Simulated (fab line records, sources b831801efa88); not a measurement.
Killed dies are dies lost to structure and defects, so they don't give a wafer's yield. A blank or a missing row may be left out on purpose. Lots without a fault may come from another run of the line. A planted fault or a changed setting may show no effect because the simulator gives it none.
Which tool did it? | flow sky130 | 14 lots, 40 wafers sampled, at 4 steps of a route of 708

WHAT THE GAUGES READ, wafer by wafer
SKY_METAL3_CD_MEAS_13: target cd 300 nm. Usual: cd_nm 300.1 nm, standard deviation 1.4.
lot  | measured     | on        | cd_nm (nm)        | flag
L998 | day 38 21:49 | cd_sem-01 | 299.4 299.5 300.6 |
L999 | day 39 03:10 | cd_sem-02 | 299.6 300.1 298.5 |
L100 | day 39 18:50 | cd_sem-01 | 298.1 298.1 298.7 |
L101 | day 39 22:29 | cd_sem-01 | 299.8 298.0 299.4 |
L102 | day 39 23:41 | cd_sem-01 | 301.6 300.2 300.2 |
L103 | day 40 11:14 | cd_sem-02 | 302.7 301.8 303.7 |
L104 | day 40 15:29 | cd_sem-02 | 300.7 300.1 300.6 |
L105 | day 40 21:31 | cd_sem-01 | 301.5 302.1 301.7 |
L106 | day 41 09:26 | cd_sem-02 | 302.2 301.3 301.3 |
L107 | day 41 20:02 | cd_sem-02 | 299.0 300.6 301.1 |
L109 | day 42 10:35 | cd_sem-02 | 300.1 298.5 299.1 |
L110 | day 42 11:59 | cd_sem-01 | 300.0 300.5 301.2 |
L115 | day 43 17:49 | cd_sem-02 | 256.0 301.0       | OFF
L118 | day 44 12:31 | cd_sem-02 | 258.1 257.1       | OFF

WHICH TOOL RAN EACH LOT (tool, then ch and the chambers of the sampled wafers, then the start)
lot  | SKY_VIA2_ETCH_14                   | SKY_METAL3_SPUTTER_00        | SKY_METAL3_EXPOSE_10
L998 | rie_diel-03 ch 0,1,2, day 36 15:22 | pvd_sputter-03, day 36 16:44 | krf_scanner-02 ch 0, day 38 08:56
L999 | rie_diel-04 ch 2,3, day 36 21:33   | pvd_sputter-04, day 36 22:55 | krf_scanner-01 ch 0, day 38 15:10
L100 | rie_diel-04 ch 0,1,2, day 37 14:27 | pvd_sputter-04, day 37 15:50 | krf_scanner-02 ch 0, day 39 06:28
L101 | rie_diel-01 ch 0,1,2, day 37 16:56 | pvd_sputter-03, day 37 18:19 | krf_scanner-01 ch 0, day 39 09:14
L102 | rie_diel-04 ch 0,1, day 37 19:13   | pvd_sputter-03, day 37 20:37 | krf_scanner-02 ch 0, day 39 11:09
L103 | rie_diel-03 ch 0,1,3, day 38 08:39 | pvd_sputter-03, day 38 10:02 | krf_scanner-01 ch 0, day 40 00:37
L104 | rie_diel-03 ch 1,2,3, day 38 12:16 | pvd_sputter-01, day 38 13:38 | krf_scanner-02 ch 0, day 40 03:17
L105 | rie_diel-03 ch 0,3, day 38 18:00   | pvd_sputter-03, day 38 19:27 | krf_scanner-02 ch 0, day 40 09:01
L106 | rie_diel-01 ch 0,2,3, day 39 05:12 | pvd_sputter-01, day 39 06:37 | krf_scanner-01 ch 0, day 40 21:19
L107 | rie_diel-03 ch 1,2,3, day 39 16:21 | pvd_sputter-04, day 39 17:50 | krf_scanner-02 ch 0, day 41 08:23
L109 | rie_diel-01 ch 1,2, day 40 08:00   | pvd_sputter-04, day 40 09:23 | krf_scanner-02 ch 0, day 41 23:02
L110 | rie_diel-01 ch 0,1, day 40 09:03   | pvd_sputter-04, day 40 10:28 | krf_scanner-01 ch 0, day 42 00:37
L115 | rie_diel-03 ch 1,2, day 41 17:02   | pvd_sputter-04, day 41 18:23 | krf_scanner-01 ch 0, day 43 06:53
L118 | rie_diel-04 ch 0,2, day 42 12:27   | pvd_sputter-03, day 42 14:34 | krf_scanner-01 ch 0, day 44 01:58
- SKY_VIA2_ETCH_14: etches BARC in N2/H2, stops on SiO2, time 45.9 s, target depth 60 nm.
- SKY_METAL3_SPUTTER_00: material Ti, target thk 15 nm, time 10 s.
- SKY_METAL3_EXPOSE_10: exposes mask MM3, target cd 300 nm.

WHAT THE TOOLS THEMSELVES READ (means of the sampled wafers that have a number; where no wafer has one, the mark that the record gives instead)
SKY_VIA2_ETCH_14. Usual: drypump_motor_current_A 5.9 A, standard deviation 0.36; oes_product_au 0.854 a.u., standard deviation 0.0044; throttle_valve_pct 13.223 %, standard deviation 0.0095.
lot  | tool        | drypump_motor_current_A (A) | oes_product_au (a.u.) | throttle_valve_pct (%) | flag
L998 | rie_diel-03 | 5.9                         | 0.853                 | 13.229                 |
L999 | rie_diel-04 | 6.0                         | 0.856                 | 13.219                 |
L100 | rie_diel-04 | 6.1                         | 0.853                 | 13.224                 |
L101 | rie_diel-01 | 5.7                         | 0.856                 | 13.218                 |
L102 | rie_diel-04 | 6.1                         | 0.854                 | 13.226                 |
L103 | rie_diel-03 | 6.2                         | 0.851                 | 13.229                 |
L104 | rie_diel-03 | 6.1                         | 0.849                 | 13.219                 |
L105 | rie_diel-03 | 6.3                         | 0.854                 | 13.218                 |
L106 | rie_diel-01 | 5.4                         | 0.859                 | 13.224                 |
L107 | rie_diel-03 | 6.1                         | 0.854                 | 13.224                 |
L109 | rie_diel-01 | 5.9                         | 0.854                 | 13.214                 |
L110 | rie_diel-01 | 6.0                         | 0.854                 | 13.210                 |
L115 | rie_diel-03 | 5.8                         | 0.856                 | 13.223                 |
L118 | rie_diel-04 | 6.0                         | 0.857                 | 13.222                 |

SKY_METAL3_SPUTTER_00. Usual: chamber_pressure_pa 0.4000 Pa, standard deviation 0.00081; throttle_valve_pct 29.7 %, standard deviation 1.1.
lot  | tool           | chamber_pressure_pa (Pa) | throttle_valve_pct (%) | flag
L998 | pvd_sputter-03 | 0.4000                   | 28.6                   |
L999 | pvd_sputter-04 | 0.4000                   | 30.1                   |
L100 | pvd_sputter-04 | 0.3998                   | 29.5                   |
L101 | pvd_sputter-03 | 0.4003                   | 29.6                   |
L102 | pvd_sputter-03 | 0.3996                   | 29.2                   |
L103 | pvd_sputter-03 | 0.4007                   | 29.0                   |
L104 | pvd_sputter-01 | 0.3998                   | 31.7                   |
L105 | pvd_sputter-03 | 0.4000                   | 29.2                   |
L106 | pvd_sputter-01 | 0.3996                   | 30.2                   |
L107 | pvd_sputter-04 | 0.3992                   | 30.2                   |
L109 | pvd_sputter-04 | 0.4003                   | 30.2                   |
L110 | pvd_sputter-04 | 0.3993                   | 30.6                   |
L115 | pvd_sputter-04 | 0.3997                   | 29.4                   |
L118 | pvd_sputter-03 | 0.3994                   | 29.3                   |

SKY_METAL3_EXPOSE_10. Usual: exposure_dose_mJ_cm2 27.999, standard deviation 0.029.
lot  | tool           | exposure_dose_mJ_cm2 | flag
L998 | krf_scanner-02 | 27.967               |
L999 | krf_scanner-01 | 28.005               |
L100 | krf_scanner-02 | 28.007               |
L101 | krf_scanner-01 | 28.009               |
L102 | krf_scanner-02 | 28.008               |
L103 | krf_scanner-01 | 28.011               |
L104 | krf_scanner-02 | 28.004               |
L105 | krf_scanner-02 | 27.981               |
L106 | krf_scanner-01 | 27.987               |
L107 | krf_scanner-02 | 27.994               |
L109 | krf_scanner-02 | 27.986               |
L110 | krf_scanner-01 | 27.993               |
L115 | krf_scanner-01 | 28.003               |
L118 | krf_scanner-01 | 28.038               |

THE ANSWER, worked out from the rows above alone
Rule: a lot is off if the mean of its wafers that have a number lies more than 3 standard deviations from the usual mean. A lot without any number at a reading at which 4 lots or more have one is off too. The other lots that the step has rows for count as sound. The gauges are gone through in route order, then the tools' own readings, and for those a lot's mean is taken as printed above. The first step at which some lot is off is used, and at that step the reading that is off furthest; a lot without a number counts as furthest.
Off: L115, L118, at SKY_METAL3_CD_MEAS_13 (cd_nm).
A tool fits if, at a process step before that reading, it ran every lot that is off, and no sound lot after the first of them. The gauges at SKY_METAL3_CD_MEAS_13 are tried like those tools. Can't be told from this: 2 tools fit, krf_scanner-01 at SKY_METAL3_EXPOSE_10, cd_sem-02 at SKY_METAL3_CD_MEAS_13.

WHAT THE SIMULATOR HAD PUT IN
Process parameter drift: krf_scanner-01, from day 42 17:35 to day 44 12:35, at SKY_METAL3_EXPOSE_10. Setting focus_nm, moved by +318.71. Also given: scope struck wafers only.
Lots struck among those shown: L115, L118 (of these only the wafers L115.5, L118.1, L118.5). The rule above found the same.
